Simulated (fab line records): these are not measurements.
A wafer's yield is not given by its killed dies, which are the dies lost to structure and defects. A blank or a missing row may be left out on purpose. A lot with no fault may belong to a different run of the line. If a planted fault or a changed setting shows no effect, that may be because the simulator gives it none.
Which of the tools did it?    flow sky130    12 lots, 36 wafers sampled, at 3 steps of a route of 708

WHAT THE GAUGES READ, wafer by wafer
SKY_METAL4_CD_MEAS_13 targets a cd of 300 nm. Usual: cd nm at 300.7 nm, with a standard deviation of 1.4.
lot   measured      on         cd nm (nm)         flag
L597  day 41 17:12  cd sem-02  300.9 300.2 300.1  
L599  day 42 11:38  cd sem-01  301.4 300.0 301.2  
L600  day 42 14:10  cd sem-02  298.0 298.7 297.5  
L601  day 43 11:26  cd sem-02  299.6 299.9 299.6  
L602  day 43 15:04  cd sem-01  300.6 300.1 300.0  
L605  day 44 07:52  cd sem-02  301.4 302.4 301.1  
L603  day 45 00:34  cd sem-02  302.1 303.6 301.4  
L607  day 45 01:57  cd sem-02  302.7 302.3 302.7  
L609  day 45 09:46  cd sem-01  301.0 299.1 300.4  
L613  day 46 09:53  cd sem-01  301.5 301.3 300.7  
L614  day 46 15:18  cd sem-01  303.1 303.4 303.1  
L616  day 47 04:16  cd sem-02  300.1 301.6 300.4  

SKY_VIA4_THK_MEAS_20: measures by xrf. Usual: VIA4_W_THK gives 518 nm (standard deviation 9.6).
lot   measured      on             VIA4_W_THK (nm)  flag
L597  day 42 19:01  film metro-04  526 516 515      
L599  day 43 13:45  film metro-04  518 522 522      
L600  day 43 15:25  film metro-04  530 520 521      
L601  day 44 12:56  film metro-01  508 496 506      
L602  day 44 15:48  film metro-01  505 518 505      
L605  day 45 07:55  film metro-04  518 532 534      
L603  day 46 00:36  film metro-01  501 505 518      
L607  day 46 01:46  film metro-04  512 524 519      
L609  day 46 10:00  film metro-01  529 509 524      
L613  day 47 08:42  film metro-03  514 497 514      
L614  day 47 13:53  film metro-04  524 539 520      
L616  day 48 03:08  film metro-04  524 525 520      

TOOL THAT RAN EACH LOT (tool first, then ch and the chambers of the sampled wafers, then the start)
lot   SKY_VIA3_CMP_24
L597  cmp-02 ch 1,2, day 39 15:35
L599  cmp-01 ch 1,2,3, day 40 10:59
L600  cmp-02 ch 2,3, day 40 13:13
L601  cmp-02 ch 0,1, day 41 11:23
L602  cmp-02 ch 0,1,2, day 41 17:18
L605  cmp-02 ch 0,2,3, day 42 10:45
L603  cmp-02 ch 0,1,3, day 43 03:41
L607  cmp-01 ch 1,2, day 43 04:06
L609  cmp-02 ch 2,3, day 43 12:44
L613  cmp-02 ch 1,2,3, day 44 13:51
L614  cmp-02 ch 1,2, day 44 21:17
L616  cmp-02 ch 1,2, day 45 10:43
- SKY_VIA3_CMP_24: polishes, stops on SiO2, t overpolish 20 s, target thk 0 nm.

AS READ BY THE TOOLS THEMSELVES (means over the sampled wafers that have a number; for cases with no such wafer, the mark the record gives instead)
SKY_VIA3_CMP_24. Usual: motor current A 10.9 A, standard deviation 1.3; overpolish run s 20.001 s, standard deviation 0.0089; retaining ring pressure frac 1.000, standard deviation 0.0045; time to endpoint s 95 s, standard deviation 3.6.
lot   tool    motor current A (A)  overpolish run s (s)  retaining ring pressure frac  time to endpoint s (s)  flag
L597  cmp-02  11.2                 20.007                1.003                         96                      
L599  cmp-01  11.7                 20.006                1.001                         89                      
L600  cmp-02  10.0                 20.000                0.996                         95                      
L601  cmp-02  10.8                 20.004                0.999                         97                      
L602  cmp-02  11.2                 19.995                1.002                         100                     
L605  cmp-02  10.0                 19.996                1.006                         98                      
L603  cmp-02  10.7                 19.998                1.000                         97                      
L607  cmp-01  12.2                 19.997                1.002                         92                      
L609  cmp-02  9.8                  19.984                0.995                         98                      
L613  cmp-02  11.1                 19.992                1.001                         97                      
L614  cmp-02  11.3                 20.001                1.007                         92                      
L616  cmp-02  11.2                 20.000                1.002                         96                      

THE ANSWER, worked out from the rows above alone
Rule: lot off if the mean of its wafers having a number is beyond 3 standard deviations from the usual mean. Also off: a lot with no number at a reading for which 4 or more lots have one. Any other lot the step has rows for is counted as sound. The gauges are gone through in route order, then the tools' own readings, and for those a lot's mean is taken as printed above. At the first step where some lot is off, the reading lying furthest off is the one used; lots without a number count as furthest.
None of the lots is off at any reading shown; this tells nothing.

WHAT THE SIMULATOR HAD INSERTED
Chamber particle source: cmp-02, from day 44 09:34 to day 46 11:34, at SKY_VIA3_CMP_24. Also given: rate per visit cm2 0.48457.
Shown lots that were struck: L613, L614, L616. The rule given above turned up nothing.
